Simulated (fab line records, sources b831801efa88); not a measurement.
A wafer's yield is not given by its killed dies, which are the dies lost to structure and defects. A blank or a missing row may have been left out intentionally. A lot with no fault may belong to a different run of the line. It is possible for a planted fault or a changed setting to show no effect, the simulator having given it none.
A sampling plan put to the test    flow gf180mcu    each of the 39 faults these records tell of, on one fab line, judged from the records of the lots it struck
The plan consists of the line's own looks: route steps at which the wafer is read by a gauge or an inspection but not changed. Where struck wafers have a number at a look and the file lists that look's usual mean and standard deviation on fault-free wafers, the look can be judged. Caught: a look later than the fault's first step finds the struck wafers' mean 4 or more of those standard deviations (sigma) from the usual mean. On the tool: the test repeated on the tool's own readings taken at the fault's steps. It also counts as caught if the struck wafers ran another recipe or if their record alone is blank.

## THE FAULTS, as the simulator had put them in
1. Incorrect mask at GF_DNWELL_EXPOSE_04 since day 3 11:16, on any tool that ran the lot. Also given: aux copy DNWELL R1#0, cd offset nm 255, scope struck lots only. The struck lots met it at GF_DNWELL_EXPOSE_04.
2. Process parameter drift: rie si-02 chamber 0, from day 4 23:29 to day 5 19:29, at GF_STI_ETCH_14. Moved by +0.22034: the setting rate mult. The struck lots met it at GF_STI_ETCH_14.
3. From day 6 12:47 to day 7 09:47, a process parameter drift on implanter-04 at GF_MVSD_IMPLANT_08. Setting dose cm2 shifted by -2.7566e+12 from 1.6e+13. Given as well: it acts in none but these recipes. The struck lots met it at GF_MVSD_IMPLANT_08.
4. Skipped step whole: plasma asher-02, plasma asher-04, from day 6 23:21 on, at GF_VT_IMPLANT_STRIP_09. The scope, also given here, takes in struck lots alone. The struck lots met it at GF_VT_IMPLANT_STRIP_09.
5. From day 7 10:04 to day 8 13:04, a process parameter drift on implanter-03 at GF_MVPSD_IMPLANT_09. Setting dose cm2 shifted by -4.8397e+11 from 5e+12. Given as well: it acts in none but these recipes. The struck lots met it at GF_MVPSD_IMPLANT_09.
6. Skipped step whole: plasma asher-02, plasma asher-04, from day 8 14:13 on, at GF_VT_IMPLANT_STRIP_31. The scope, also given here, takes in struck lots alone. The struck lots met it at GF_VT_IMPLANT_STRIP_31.
7. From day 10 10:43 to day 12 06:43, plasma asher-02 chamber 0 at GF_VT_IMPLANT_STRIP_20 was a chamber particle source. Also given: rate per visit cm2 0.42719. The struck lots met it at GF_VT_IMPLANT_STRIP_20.
8. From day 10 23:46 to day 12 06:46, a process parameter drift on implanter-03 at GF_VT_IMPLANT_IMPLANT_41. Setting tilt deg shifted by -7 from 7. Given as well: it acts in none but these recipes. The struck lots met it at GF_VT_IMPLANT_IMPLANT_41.
9. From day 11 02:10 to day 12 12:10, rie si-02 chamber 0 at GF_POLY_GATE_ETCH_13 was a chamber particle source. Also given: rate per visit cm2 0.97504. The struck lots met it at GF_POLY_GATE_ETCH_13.
10. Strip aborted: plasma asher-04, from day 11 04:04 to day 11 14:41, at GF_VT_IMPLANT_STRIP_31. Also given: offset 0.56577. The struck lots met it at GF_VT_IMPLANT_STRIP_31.
11. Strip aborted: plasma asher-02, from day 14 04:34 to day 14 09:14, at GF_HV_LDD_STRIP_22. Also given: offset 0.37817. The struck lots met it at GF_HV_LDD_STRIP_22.
12. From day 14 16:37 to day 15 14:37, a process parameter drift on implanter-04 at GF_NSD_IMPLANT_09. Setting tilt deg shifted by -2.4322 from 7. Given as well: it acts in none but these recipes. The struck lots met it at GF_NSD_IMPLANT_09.
13. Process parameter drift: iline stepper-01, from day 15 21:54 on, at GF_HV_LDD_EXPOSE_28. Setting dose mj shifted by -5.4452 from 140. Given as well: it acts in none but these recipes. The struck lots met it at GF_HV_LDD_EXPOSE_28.
14. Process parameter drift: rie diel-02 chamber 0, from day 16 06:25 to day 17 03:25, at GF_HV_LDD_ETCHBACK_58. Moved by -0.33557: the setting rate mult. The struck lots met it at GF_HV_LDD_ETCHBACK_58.
15. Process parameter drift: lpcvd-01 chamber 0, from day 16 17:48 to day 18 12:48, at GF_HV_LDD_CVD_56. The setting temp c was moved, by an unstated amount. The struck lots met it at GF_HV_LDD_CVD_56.
16. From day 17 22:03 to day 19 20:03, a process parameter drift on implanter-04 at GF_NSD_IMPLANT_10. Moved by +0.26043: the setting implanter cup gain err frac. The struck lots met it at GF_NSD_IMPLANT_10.
17. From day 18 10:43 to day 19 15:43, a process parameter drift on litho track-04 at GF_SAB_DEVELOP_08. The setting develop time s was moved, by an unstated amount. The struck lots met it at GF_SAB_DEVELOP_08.
18. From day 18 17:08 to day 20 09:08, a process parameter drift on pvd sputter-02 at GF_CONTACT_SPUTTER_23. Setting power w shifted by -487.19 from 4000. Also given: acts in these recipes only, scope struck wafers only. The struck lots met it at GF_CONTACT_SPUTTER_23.
19. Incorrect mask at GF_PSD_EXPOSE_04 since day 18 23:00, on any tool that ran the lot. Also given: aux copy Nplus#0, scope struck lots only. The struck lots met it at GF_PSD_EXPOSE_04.
20. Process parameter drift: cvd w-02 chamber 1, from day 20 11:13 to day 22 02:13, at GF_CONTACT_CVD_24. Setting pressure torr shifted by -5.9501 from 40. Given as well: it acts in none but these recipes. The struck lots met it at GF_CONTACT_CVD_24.
21. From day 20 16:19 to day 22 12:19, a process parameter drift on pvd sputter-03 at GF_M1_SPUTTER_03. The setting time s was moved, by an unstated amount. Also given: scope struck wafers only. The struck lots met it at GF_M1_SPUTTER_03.
22. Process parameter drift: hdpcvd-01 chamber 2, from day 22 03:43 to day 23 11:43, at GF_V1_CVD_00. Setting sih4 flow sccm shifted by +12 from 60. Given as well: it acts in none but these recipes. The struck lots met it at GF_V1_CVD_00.
23. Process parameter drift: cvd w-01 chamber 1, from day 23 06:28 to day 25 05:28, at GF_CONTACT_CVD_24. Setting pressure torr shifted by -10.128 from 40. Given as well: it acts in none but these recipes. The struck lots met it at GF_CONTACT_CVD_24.
24. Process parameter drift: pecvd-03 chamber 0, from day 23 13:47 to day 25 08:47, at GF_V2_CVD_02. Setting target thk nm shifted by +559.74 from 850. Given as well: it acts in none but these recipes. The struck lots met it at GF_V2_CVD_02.
25. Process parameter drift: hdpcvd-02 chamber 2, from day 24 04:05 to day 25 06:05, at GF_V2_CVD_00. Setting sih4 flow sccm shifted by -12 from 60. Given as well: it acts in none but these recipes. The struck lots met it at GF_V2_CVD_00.
26. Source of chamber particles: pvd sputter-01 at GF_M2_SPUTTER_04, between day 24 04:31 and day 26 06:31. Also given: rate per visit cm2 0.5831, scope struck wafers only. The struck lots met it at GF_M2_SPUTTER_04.
27. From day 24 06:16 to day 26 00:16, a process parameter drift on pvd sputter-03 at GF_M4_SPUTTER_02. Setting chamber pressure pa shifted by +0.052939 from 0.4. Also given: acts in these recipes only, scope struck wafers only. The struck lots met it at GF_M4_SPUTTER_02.
28. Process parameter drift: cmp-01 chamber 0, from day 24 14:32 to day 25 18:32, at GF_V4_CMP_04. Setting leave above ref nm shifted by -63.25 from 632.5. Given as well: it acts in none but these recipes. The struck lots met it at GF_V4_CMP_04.
29. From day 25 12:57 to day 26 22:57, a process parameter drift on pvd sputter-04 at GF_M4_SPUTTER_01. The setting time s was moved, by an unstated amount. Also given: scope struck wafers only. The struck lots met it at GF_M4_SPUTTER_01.
30. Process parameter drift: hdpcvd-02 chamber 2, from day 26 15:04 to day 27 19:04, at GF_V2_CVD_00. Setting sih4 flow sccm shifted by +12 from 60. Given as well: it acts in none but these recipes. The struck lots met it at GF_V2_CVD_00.
31. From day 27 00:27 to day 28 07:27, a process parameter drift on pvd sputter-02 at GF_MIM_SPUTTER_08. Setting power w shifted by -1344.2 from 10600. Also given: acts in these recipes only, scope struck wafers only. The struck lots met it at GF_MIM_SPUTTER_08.
32. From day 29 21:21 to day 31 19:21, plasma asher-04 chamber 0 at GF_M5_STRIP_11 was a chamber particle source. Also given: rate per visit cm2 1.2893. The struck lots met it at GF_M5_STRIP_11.
33. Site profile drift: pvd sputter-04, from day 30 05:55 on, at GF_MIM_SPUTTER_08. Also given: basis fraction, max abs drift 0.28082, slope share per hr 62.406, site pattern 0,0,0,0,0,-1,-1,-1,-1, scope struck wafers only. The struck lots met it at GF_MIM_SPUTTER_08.
34. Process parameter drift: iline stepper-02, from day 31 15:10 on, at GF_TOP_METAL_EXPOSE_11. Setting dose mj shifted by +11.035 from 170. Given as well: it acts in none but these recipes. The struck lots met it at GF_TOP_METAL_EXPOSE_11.
35. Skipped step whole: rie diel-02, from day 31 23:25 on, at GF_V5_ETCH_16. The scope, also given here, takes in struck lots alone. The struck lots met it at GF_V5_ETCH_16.
36. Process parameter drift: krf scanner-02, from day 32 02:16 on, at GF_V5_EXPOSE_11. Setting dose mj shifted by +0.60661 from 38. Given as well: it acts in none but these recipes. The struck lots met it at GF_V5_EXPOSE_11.
37. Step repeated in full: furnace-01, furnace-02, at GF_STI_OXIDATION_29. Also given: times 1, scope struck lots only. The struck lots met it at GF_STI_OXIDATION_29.
38. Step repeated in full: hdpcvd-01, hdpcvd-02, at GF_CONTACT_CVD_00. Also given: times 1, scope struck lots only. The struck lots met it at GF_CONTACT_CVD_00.
39. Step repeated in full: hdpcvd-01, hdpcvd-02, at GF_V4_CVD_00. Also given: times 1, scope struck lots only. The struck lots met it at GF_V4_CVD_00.

## WHAT THE PLAN SAW
fault  on the tool itself                                first look that catches it                       reading, sigma                                   median hours from its first step to that look  hours from the fault's start to the first struck lot there  judged looks passed uncaught
1      no reading that can be judged                     no look after it can be judged                   -                                                -                                              -                                                           0
2      oes product au +16 sigma                          none of the 2 looks that can be judged after it  -                                                -                                              -                                                           2
3      dose ions cm2 -99 or beyond sigma                 GF_MVSD_TW_MEAS_11                               MVSD_TW -4.4                                     0.4                                            5                                                           0
4      the tool's record is blank for the struck wafers  GF_VT_IMPLANT_TW_MEAS_21                         VT_IMPLANT_2_TW -99 or beyond                    16.2                                           19                                                          0
5      dose ions cm2 -96 sigma                           GF_VT_IMPLANT_RS_MEAS_49                         MVPSD_RS +6.8                                    70.7                                           81                                                          0
6      the tool's record is blank for the struck wafers  GF_VT_IMPLANT_TW_MEAS_43                         VT_IMPLANT_4_TW -99 or beyond                    17.7                                           21                                                          0
7      under 2 sigma                                     not the one look that can be judged after it     -                                                -                                              -                                                           1
8      tilt deg -99 or beyond sigma                      GF_VT_IMPLANT_TW_MEAS_43                         VT_IMPLANT_4_TW -12                              0.2                                            3                                                           0
9      under 2 sigma                                     none of the 2 looks that can be judged after it  -                                                -                                              -                                                           2
10     oes product au +49 sigma                          GF_VT_IMPLANT_TW_MEAS_43                         VT_IMPLANT_4_TW -99 or beyond                    19.7                                           30                                                          0
11     oes product au +56 sigma                          not the one look that can be judged after it     -                                                -                                              -                                                           1
12     tilt deg -99 or beyond sigma                      not the one look that can be judged after it     -                                                -                                              -                                                           1
13     exposure dose mJ cm2 -39 sigma                    GF_HV_LDD_CD_MEAS_31                             cd nm -5.7                                       11.1                                           16                                                          0
14     oes product au -8.4 sigma                         no look after it can be judged                   -                                                -                                              -                                                           0
15     susceptor temp C +16 sigma                        GF_HV_LDD_THK_MEAS_57                            HV_LDD_CVD_56_THK +12                            1.4                                            9                                                           0
16     faraday current uA +12 sigma                      GF_PSD_RS_MEAS_14                                NSD_RS +17                                       24.6                                           29                                                          0
17     under 2 sigma                                     no look after it can be judged                   -                                                -                                              -                                                           0
18     cathode dc power W -99 or beyond sigma            no look after it can be judged                   -                                                -                                              -                                                           0
19     no reading that can be judged                     GF_PSD_TW_MEAS_11                                PSD_TW -99 or beyond                             12.5                                           19                                                          0
20     chamber pressure Torr -74 sigma                   GF_CONTACT_RS_MEAS_25                            CONTACT_W_RS +4.0                                0.1                                            2                                                           0
21     under 2 sigma                                     no look after it can be judged                   -                                                -                                              -                                                           0
22     sih4 flow sccm +67 sigma                          GF_V1_THK_MEAS_01                                V1_CVD_00_THK +21                                0.1                                            4                                                           0
23     chamber pressure Torr -99 or beyond sigma         GF_CONTACT_RS_MEAS_25                            CONTACT_W_RS +8.1                                0.1                                            8                                                           0
24     under 2 sigma                                     GF_V2_THK_MEAS_03                                V2_CVD_02_THK +50                                0.1                                            11                                                          0
25     sih4 flow sccm -77 sigma                          GF_V2_THK_MEAS_01                                V2_CVD_00_THK -20                                0.1                                            18                                                          0
26     under 2 sigma                                     not the one look that can be judged after it     -                                                -                                              -                                                           1
27     chamber pressure pa +72 sigma                     not the one look that can be judged after it     strongest: M4_ALCU_RS at GF_M4_RS_MEAS_05, +3.5  -                                              -                                                           1
28     time to endpoint s +4.9 sigma                     no look after it can be judged                   -                                                -                                              -                                                           0
29     under 2 sigma                                     no look after it can be judged                   -                                                -                                              -                                                           0
30     sih4 flow sccm +74 sigma                          GF_V2_THK_MEAS_01                                V2_CVD_00_THK +18                                0.1                                            3                                                           0
31     cathode dc power W -99 or beyond sigma            GF_MIM_RS_MEAS_10                                MIM_ALCU_RS +12                                  0.1                                            3                                                           0
32     under 2 sigma                                     no look after it can be judged                   -                                                -                                              -                                                           0
33     under 2 sigma                                     GF_MIM_RS_MEAS_10                                MIM_ALCU_RS +10                                  0.1                                            8                                                           0
34     exposure dose mJ cm2 +51 sigma                    GF_TOP_METAL_CD_MEAS_14                          cd nm -6.5                                       7.9                                            23                                                          0
35     the tool's record is blank for the struck wafers  no look after it can be judged                   -                                                -                                              -                                                           0
36     exposure dose mJ cm2 +11 sigma                    none of the 2 looks that can be judged after it  -                                                -                                              -                                                           2
37     under 2 sigma                                     GF_STI_THK_MEAS_30                               STI_OXIDATION_02_THK +33                         3.0                                            -                                                           0
38     no reading that can be judged                     GF_CONTACT_THK_MEAS_01                           CONTACT_CVD_00_THK +84                           0.3                                            -                                                           0
39     no reading that can be judged                     GF_V4_THK_MEAS_01                                V4_CVD_00_THK +99 or beyond                      0.3                                            -                                                           0
A dash: this means the fault isn't caught or the number doesn't appear in these records.

Caught at a look: 22 of 39. Caught on the tool: 25 of 39. By one or the other: 31 of 39.
Faults caught by the tool alone: 2, 11, 12, 14, 18, 27, 28, 35, 36.
Caught at a look alone: faults 19, 24, 33, 37, 38, 39.
Caught by neither: faults 1, 7, 9, 17, 21, 26, 29, 32.

## THINNER SAMPLING
Were the look that catches a fault to measure just every second or every third lot (counted by lot number), the first struck lot would, at worst, be measured this late:
fault  struck lots at that look, in order of time  every lot  every second lot  every third lot
3      L570, L572                                  5 h        may miss all 2    may miss all 2
4      L174, L175, L176                            19 h       25 h              33 h
5      L263, L264                                  81 h       84 h              may miss all 2
6      L472, L473                                  21 h       28 h              may miss all 2
8      L695, L697                                  3 h        may miss all 2    may miss all 2
10     L316                                        30 h       may miss it       may miss it
13     L285, L288                                  16 h       36 h              may miss all 2
15     L892, L893                                  9 h        12 h              may miss all 2
16     L791, L792                                  29 h       31 h              may miss all 2
19     L244                                        19 h       may miss it       may miss it
20     L247, L249                                  2 h        may miss all 2    may miss all 2
22     L787, L788                                  4 h        18 h              may miss all 2
23     L911, L912                                  8 h        15 h              may miss all 2
24     L785, L787                                  11 h       may miss all 2    may miss all 2
25     L948                                        18 h       may miss it       may miss it
30     L960, L961                                  3 h        13 h              may miss all 2
31     L993, L995                                  3 h        may miss all 2    may miss all 2
33     L860, L863                                  8 h        31 h              may miss all 2
34     L570, L571, L573                            23 h       31 h              may miss all 3
Hours count from the start of the fault until the first struck lot that is measured. The limit of 4 sigma was tested on all struck wafers together, so one lot alone may lie under it. Other struck lots may not be in these records.

## THE LONGEST TIMED WAY FROM STEP TO LOOK
Fault 5: a median of 70.7 hours passes between GF_MVPSD_IMPLANT_09 and GF_VT_IMPLANT_RS_MEAS_49. No look between them can be judged.
